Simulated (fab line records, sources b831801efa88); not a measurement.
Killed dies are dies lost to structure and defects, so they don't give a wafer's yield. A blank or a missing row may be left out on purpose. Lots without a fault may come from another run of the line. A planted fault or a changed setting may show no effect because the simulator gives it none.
Which tool did it? | flow sky130 | 11 lots, 33 wafers sampled, at 5 steps of a route of 708

WHAT THE GAUGES READ, wafer by wafer
SKY_NWELL_THK_MEAS_02. Usual: NWELL_OXIDATION_THK 9.94 nm, standard deviation 0.15.
lot  | measured    | on            | NWELL_OXIDATION_THK (nm) | flag
L359 | day 2 15:04 | film_metro-02 | 9.88 9.93 9.81           |
L360 | day 2 19:28 | film_metro-01 | 9.79 9.89 9.89           |
L367 | day 4 05:25 | film_metro-02 | 12.37 12.44 12.58        | OFF
L368 | day 4 10:32 | film_metro-01 | 12.34 12.26 12.09        | OFF
L373 | day 5 12:56 | film_metro-02 | 9.87 9.82 9.97           |
L374 | day 5 19:40 | film_metro-01 | 9.66 10.00 9.89          |
L376 | day 6 06:55 | film_metro-02 | 9.90 9.99 10.04          |
L379 | day 6 22:31 | film_metro-01 | 10.02 10.10 9.99         |
L380 | day 7 01:39 | film_metro-01 | 10.12 9.99 10.10         |
L381 | day 7 09:16 | film_metro-02 | 10.12 10.14 10.08        |
L382 | day 7 12:43 | film_metro-02 | 10.04 9.93 10.07         |

SKY_PWDE_OVL_MEAS_07. Usual: PWDE_OVL -0.5 nm, standard deviation 1.4.
lot  | measured    | on         | PWDE_OVL (nm)  | flag
L359 | day 3 23:30 | overlay-02 | -1.3 -0.2 -1.2 |
L360 | day 4 03:57 | overlay-02 | -1.7 -2.2 -2.0 |
L367 | day 5 16:47 | overlay-02 | -1.6 -0.6 -1.2 |
L368 | day 5 22:50 | overlay-02 | -1.4 -1.3 -1.6 |
L373 | day 7 02:19 | overlay-01 | 1.8 1.4 1.6    |
L374 | day 7 09:17 | overlay-02 | -0.9 -1.0 -2.4 |
L376 | day 7 20:41 | overlay-01 | 0.9 1.2 0.4    |
L379 | day 8 15:17 | overlay-01 | -0.3 2.1 0.8   |
L380 | day 8 18:16 | overlay-02 | 0.7 -0.7 1.2   |
L381 | day 9 02:35 | overlay-01 | 0.6 -1.4 0.8   |
L382 | day 9 06:03 | overlay-02 | -2.5 -3.7 -1.6 |

SKY_RES_PROTECT_TW_MEAS_08. Usual: POLY_GATE_TW 4023, standard deviation 44.
lot  | measured     | on            | POLY_GATE_TW   | flag
L359 | day 15 05:09 | film_metro-01 | 4008 3992 4005 |
L360 | day 15 10:26 | film_metro-04 | 4075 4064 4054 |
L367 | day 18 00:29 | film_metro-01 | 3953 3964 3967 |
L368 | day 18 06:29 | film_metro-04 | 4051 4051 4055 |
L373 | day 20 04:29 | film_metro-04 | 4074 4055 4035 |
L374 | day 20 15:08 | film_metro-01 | 4005 4010 4008 |
L376 | day 21 07:55 | film_metro-03 | 4031 4044 4040 |
L379 | day 22 10:29 | film_metro-03 | 4070 4090 4064 |
L380 | day 22 21:28 | film_metro-01 | 3967 3962 3981 |
L381 | day 23 07:08 | film_metro-01 | 3990 3958 3968 |
L382 | day 23 12:20 | film_metro-01 | 3979 3975 3974 |

WHICH TOOL RAN EACH LOT (tool, then ch and the chambers of the sampled wafers, then the start)
lot  | SKY_NWELL_OXIDATION_01       | SKY_GATE_OXIDE_STRIP_13
L359 | furnace-01 ch 0, day 2 13:40 | plasma_asher-03 ch 0,1, day 13 22:55
L360 | furnace-01 ch 0, day 2 18:04 | plasma_asher-03 ch 0,1, day 14 02:55
L367 | furnace-01 ch 0, day 4 04:02 | plasma_asher-04 ch 0,1, day 16 15:20
L368 | furnace-01 ch 0, day 4 09:08 | plasma_asher-04 ch 0,1, day 16 22:07
L373 | furnace-02 ch 0, day 5 11:31 | plasma_asher-04 ch 0,1, day 18 18:34
L374 | furnace-02 ch 0, day 5 18:16 | plasma_asher-01 ch 0,1, day 19 05:07
L376 | furnace-02 ch 0, day 6 05:32 | plasma_asher-01 ch 0,1, day 19 21:29
L379 | furnace-02 ch 0, day 6 21:07 | plasma_asher-01 ch 0,1, day 21 00:28
L380 | furnace-02 ch 0, day 7 00:14 | plasma_asher-03 ch 0,1, day 21 11:37
L381 | furnace-01 ch 0, day 7 07:53 | plasma_asher-04 ch 0,1, day 21 20:23
L382 | furnace-02 ch 0, day 7 11:18 | plasma_asher-04 ch 0,1, day 22 02:29
- SKY_NWELL_OXIDATION_01: stabilise 600 s, purge 300 s, target thk 10 nm.
- SKY_GATE_OXIDE_STRIP_13: strips in O2/N2.

WHAT THE TOOLS THEMSELVES READ (means of the sampled wafers that have a number; where no wafer has one, the mark that the record gives instead)
SKY_NWELL_OXIDATION_01. Usual: spike_tc_bottom_C 916.9 C, standard deviation 0.93; spike_tc_centre_C 899.6 C, standard deviation 0.99; spike_tc_lower_C 900.3 C, standard deviation 0.94; spike_tc_top_C 913 C, standard deviation 8.8; spike_tc_upper_C 900.5 C, standard deviation 1; tube_center_temp_C 900 C, standard deviation 0.082; tube_center_temp_C_max 902.3, standard deviation 0.4; zone_power_upper_pct 17.3 %, standard deviation 0.55.
lot  | tool       | spike_tc_bottom_C (C) | spike_tc_centre_C (C) | spike_tc_lower_C (C) | spike_tc_top_C (C) | spike_tc_upper_C (C) | tube_center_temp_C (C) | tube_center_temp_C_max | zone_power_upper_pct (%) | flag
L359 | furnace-01 | 917.1                 | 899.3                 | 900.9                | 921                | 900.5                | 900                    | 902.1                  | 16.8                     |
L360 | furnace-01 | 917.7                 | 899.8                 | 900.5                | 921                | 900.4                | 900                    | 901.9                  | 17.0                     |
L367 | furnace-01 | 938.3                 | 919.9                 | 920.7                | 941                | 920.8                | 921                    | 922.9                  | 17.9                     | OFF
L368 | furnace-01 | 937.4                 | 919.5                 | 921.7                | 941                | 921.0                | 921                    | 922.8                  | 17.9                     | OFF
L373 | furnace-02 | 917.2                 | 898.8                 | 899.8                | 904                | 900.7                | 900                    | 902.0                  | 17.9                     |
L374 | furnace-02 | 916.1                 | 899.0                 | 900.7                | 903                | 900.9                | 900                    | 902.0                  | 18.0                     |
L376 | furnace-02 | 916.2                 | 899.8                 | 900.1                | 903                | 900.8                | 900                    | 902.0                  | 18.0                     |
L379 | furnace-02 | 916.3                 | 899.8                 | 900.1                | 904                | 901.0                | 900                    | 902.3                  | 18.0                     |
L380 | furnace-02 | 916.7                 | 898.8                 | 899.6                | 903                | 900.8                | 900                    | 902.7                  | 18.0                     |
L381 | furnace-01 | 917.8                 | 899.5                 | 899.8                | 921                | 900.1                | 900                    | 902.5                  | 16.8                     |
L382 | furnace-02 | 916.6                 | 900.4                 | 901.3                | 903                | 899.9                | 900                    | 902.2                  | 18.0                     |

SKY_GATE_OXIDE_STRIP_13. Usual: drypump_motor_current_A 5.8 A, standard deviation 0.42; n2_flow_sccm 300.1 sccm, standard deviation 0.93; o2_flow_sccm 3000 sccm, standard deviation 9.1; oes_product_au 0.716 a.u., standard deviation 0.0045; strip_time_to_endpoint_s 14.19 s, standard deviation 0.037.
lot  | tool            | drypump_motor_current_A (A) | n2_flow_sccm (sccm) | o2_flow_sccm (sccm) | oes_product_au (a.u.) | strip_time_to_endpoint_s (s) | flag
L359 | plasma_asher-03 | 5.6                         | 300.6               | 3009                | 0.717                 | 14.17                        |
L360 | plasma_asher-03 | 5.5                         | 300.3               | 3006                | 0.715                 | 14.23                        |
L367 | plasma_asher-04 | 6.2                         | 300.8               | 2999                | 0.722                 | 14.17                        |
L368 | plasma_asher-04 | 6.1                         | 300.4               | 3004                | 0.718                 | 14.19                        |
L373 | plasma_asher-04 | 6.1                         | 301.0               | 3003                | 0.716                 | 14.17                        |
L374 | plasma_asher-01 | 5.3                         | 300.1               | 2996                | 0.716                 | 14.24                        |
L376 | plasma_asher-01 | 5.3                         | 300.0               | 2998                | 0.714                 | 14.19                        |
L379 | plasma_asher-01 | 5.3                         | 298.4               | 3000                | 0.718                 | 14.18                        |
L380 | plasma_asher-03 | 5.5                         | 299.4               | 2997                | 0.716                 | 14.20                        |
L381 | plasma_asher-04 | 6.1                         | 300.5               | 2994                | 0.717                 | 14.16                        |
L382 | plasma_asher-04 | 6.2                         | 299.3               | 3000                | 0.714                 | 14.11                        |

THE ANSWER, worked out from the rows above alone
Rule: a lot is off if the mean of its wafers that have a number lies more than 3 standard deviations from the usual mean. A lot without any number at a reading at which 4 lots or more have one is off too. The other lots that the step has rows for count as sound. The gauges are gone through in route order, then the tools' own readings, and for those a lot's mean is taken as printed above. The first step at which some lot is off is used, and at that step the reading that is off furthest; a lot without a number counts as furthest.
Off: L367, L368, at SKY_NWELL_THK_MEAS_02 (NWELL_OXIDATION_THK).
A tool fits if, at a process step before that reading, it ran every lot that is off, and no sound lot after the first of them. The gauges at SKY_NWELL_THK_MEAS_02 aren't tried: what is off there is off at SKY_NWELL_OXIDATION_01 too, on other tools, and a gauge's error can't cause that. None of those tried fits.

WHAT THE SIMULATOR HAD PUT IN
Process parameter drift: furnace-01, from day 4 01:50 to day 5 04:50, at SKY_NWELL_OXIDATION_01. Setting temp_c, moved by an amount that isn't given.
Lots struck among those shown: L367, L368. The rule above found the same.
